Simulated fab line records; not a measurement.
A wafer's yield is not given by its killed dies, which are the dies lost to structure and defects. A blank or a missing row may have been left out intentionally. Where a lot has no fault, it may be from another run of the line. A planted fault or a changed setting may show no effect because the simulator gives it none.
Struck lot and sound lot, side by side -- flow sfqLine -- 42 out of 325 route steps
Sound: the wafers L512.2, L512.3, L512.6. Struck: wafer L519.1. (L519.3, L519.5 of the same lot were not struck and are left out.) The cause comes at the end.
Order at every step that has rows: each side's tool, ch and its chambers, its first start. Under that, the readings that differ: sound wafers -- struck wafers -- difference of the means -- sigmas: that difference in standard deviations of wafers without a fault.
alike: words and numbers the same on both sides, and readings whose means are apart by under 2 such deviations; not compared: readings that were withheld, readings missing a value for some wafer, numbers with overlapping values and no deviation given by the record, and bounds like >300 which may hide the same value.
The two part at a step that has a row with sigmas, a row that says differs or no value, or rows on one side only. Numbers that don't overlap but have no deviation are shown without sigmas and don't part them. A reading that every wafer of one side lacks parts them only if that side has two wafers or more.

first, 6 steps without rows for these wafers: SFQ_TRILAYER_I1_VIA_LITHO_COAT_054 (resist thk 62 nm); SFQ_TRILAYER_I1_VIA_LITHO_COAT_049 (resist thk 650 nm); SFQ_TRILAYER_I1_VIA_LITHO_SOFTBAKE_053; SFQ_TRILAYER_I1_VIA_LITHO_EXPOSE_050 (exposes mask I1, target cd 500 nm); SFQ_TRILAYER_I1_VIA_LITHO_PEB_052 (peb time 60 s); SFQ_TRILAYER_I1_VIA_LITHO_DEVELOP_051 (time 60 s).
SFQ_I1_OVL_MEAS_913:
  sound: overlay-01 at day 19 10:52; struck: overlay-02 at day 21 09:39
  alike: I1_OVL
then, 2 steps without rows for these wafers: SFQ_TRILAYER_I1_VIA_BARC_OPEN_VIA_ETCH_071 (etches BARC in O2, target depth 125 nm, time 41.7 s); SFQ_TRILAYER_I1_VIA_ETCH_VIA_ETCH_052 (etches SiO2 in CHF3, stops on Nb, target depth 260 nm).
SFQ_TRILAYER_I1_VIA_STRIP_STRIP_053: strips in O2.
  sound on rieMetal-02 ch 0,1, day 19 11:02; struck on rieMetal-02 ch 0, day 21 09:50
  alike: chamberPressureMTorr, drypumpMotorCurrentA, oesProductAu
  not compared: rfHoursCounterH
then, 2 steps without rows for these wafers: SFQ_TRILAYER_I1_VIA_STRIP_SOLV_CLEAN_054 (cleans in NMP, time 600 s); SFQ_TRILAYER_M2_DEP_PRE_CLEAN_056 (time 22.5 s).
SFQ_TRILAYER_M2_DEP_SPUTTER_055: material Nb, target thk 200 nm, time 133.3 s.
  sound: pvdSputter-05 at day 19 11:50; struck: pvdSputter-03 at day 21 10:38
reading,sound,struck,difference,sigmas
substrateTempC (C),20.09 20.16 19.96,19.80,-0.27,-3
throttleValvePct (%),29.5 29.7 29.6,31.1,+1.5,+2
model.Nb_of_TRILAYER_M2_DEP_SPUTTER_055.thkNm (nm),199 204.9 198.6,253.1,+52.3,
  alike: basePressurePa, chamberPressurePa, resputterCathodeVoltageV
SFQ_M2_RS_MEAS_914: measurement is done with a four-point probe.
  sound: filmMetro-01 at day 19 11:57; struck: filmMetro-02 at day 21 10:44
reading,sound,struck,difference,sigmas
M2_NB_RS (ohm/sq),0.894 0.868 0.895,0.703,-0.183,-12
then, 6 steps without rows for these wafers: SFQ_TRILAYER_M2_LITHO_COAT_062 (resist thk 62 nm); SFQ_TRILAYER_M2_LITHO_COAT_057 (resist thk 600 nm); SFQ_TRILAYER_M2_LITHO_SOFTBAKE_061; SFQ_TRILAYER_M2_LITHO_EXPOSE_058 (exposes mask M2, target cd 500 nm); SFQ_TRILAYER_M2_LITHO_PEB_060 (peb time 60 s); SFQ_TRILAYER_M2_LITHO_DEVELOP_059 (time 60 s).
-- the record jumps here: 4 days lie between the struck wafers' starts before and after --
SFQ_M2_OVL_MEAS_916:
  sound: overlay-01 at day 23 08:43; struck: overlay-02 at day 25 12:07
  alike: M2_OVL
SFQ_TRILAYER_M2_BARC_OPEN_METAL_ETCH_077: etches BARC in O2, target depth 125 nm, time 41.7 s.
  sound on rieMetal-04 ch 0,1, day 23 08:45; struck on rieMetal-02 ch 1, day 25 12:09
  alike: chamberPressureMTorr, drypumpMotorCurrentA, oesProductAu
  not compared: rfHoursCounterH
SFQ_TRILAYER_M2_ETCH_METAL_ETCH_060: etches Nb in Cl2/Ar, stops on SiO2, target depth 240 nm, time 120 s.
  sound on rieMetal-04 ch 0,1, day 23 08:49; struck on rieMetal-02 ch 1, day 25 12:13
reading,sound,struck,difference,sigmas
oesProductAu (a.u.),0.887 0.903 0.890,1.010,+0.117,+12
  alike: chamberPressureMTorr, drypumpMotorCurrentA
  not compared: rfHoursCounterH
then, 2 steps without rows for these wafers: SFQ_TRILAYER_M2_STRIP_STRIP_061 (strips in O2); SFQ_TRILAYER_M2_STRIP_SOLV_CLEAN_062 (cleans in NMP, time 600 s).
SFQ_TRILAYER_I2_DEP_PECVD_063: deposits SiO2 from SiH4/N2O, time 111.11 s, target thk 500 nm.
  sound on pecvd-04 ch 0,1,2, day 23 09:43; struck on pecvd-04 ch 0, day 25 13:08
  alike: heaterPowerW, throttleValvePct
then, 1 step without rows for these wafers: SFQ_TRILAYER_I2_CMP_CMP_064 (polishes SiO2).
SFQ_I2_BOW_MEAS_917:
  sound: filmMetro-03 at day 23 17:32; struck: filmMetro-04 at day 26 07:39
  alike: I2_BOW
SFQ_TRILAYER_I2_METRO_MEASURE_065:
  sound: filmMetro-03 at day 23 17:50; struck: filmMetro-04 at day 26 07:46
  alike: thkNm
then, 6 steps without rows for these wafers: SFQ_TRILAYER_I2_VIA_LITHO_COAT_072 (resist thk 62 nm); SFQ_TRILAYER_I2_VIA_LITHO_COAT_067 (resist thk 650 nm); SFQ_TRILAYER_I2_VIA_LITHO_SOFTBAKE_071; SFQ_TRILAYER_I2_VIA_LITHO_EXPOSE_068 (exposes mask I2, target cd 500 nm); SFQ_TRILAYER_I2_VIA_LITHO_PEB_070 (peb time 60 s); SFQ_TRILAYER_I2_VIA_LITHO_DEVELOP_069 (time 60 s).
-- the record jumps here: 3 days lie between the struck wafers' starts before and after --
SFQ_I2_OVL_MEAS_918:
  sound: overlay-01 at day 27 00:06; struck: overlay-01 at day 29 10:16
  alike: I2_OVL
then, 1 step without rows for these wafers: SFQ_TRILAYER_I2_VIA_BARC_OPEN_VIA_ETCH_096 (etches BARC in O2, target depth 125 nm, time 41.7 s).
SFQ_TRILAYER_I2_VIA_ETCH_VIA_ETCH_070: etches SiO2 in CHF3, stops on Nb, target depth 260 nm.
  sound on rieDiel-03 ch 0,2, day 27 00:10; struck on rieDiel-02 ch 3, day 29 10:20
  alike: chamberPressureMTorr, drypumpMotorCurrentA, oesProductAu
then, 3 steps without rows for these wafers: SFQ_TRILAYER_I2_VIA_STRIP_STRIP_071 (strips in O2); SFQ_TRILAYER_I2_VIA_STRIP_SOLV_CLEAN_072 (cleans in NMP, time 600 s); SFQ_TRILAYER_M3_DEP_PRE_CLEAN_074 (time 22.5 s).
-- the record jumps here: 45 days lie between the struck wafers' starts before and after --
SFQ_M8_BOW_MEAS_951:
  sound: filmMetro-04 at day 70 03:06; struck: filmMetro-04 at day 74 15:39
reading,sound,struck,difference,sigmas
model.etest.m2.combLog10Ohm,12 12 12,0,-12,
model.etest.m2.ohmSq,0.8945 0.8684 0.8961,0.7031,-0.1832,
  alike: M8_BOW

WHERE THEY PART
Earliest at SFQ_TRILAYER_M2_DEP_SPUTTER_055; latest, in this record, at SFQ_TRILAYER_M2_ETCH_METAL_ETCH_060. Later steps at which nothing parts them and some readings are alike: SFQ_TRILAYER_I2_DEP_PECVD_063, SFQ_I2_BOW_MEAS_917, SFQ_TRILAYER_I2_METRO_MEASURE_065, SFQ_I2_OVL_MEAS_918, SFQ_TRILAYER_I2_VIA_ETCH_VIA_ETCH_070, SFQ_M8_BOW_MEAS_951.

WHY: what had been put in by the simulator
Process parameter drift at SFQ_TRILAYER_M2_DEP_SPUTTER_055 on pvdSputter-03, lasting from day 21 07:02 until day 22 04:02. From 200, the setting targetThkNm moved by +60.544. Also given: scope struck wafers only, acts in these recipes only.
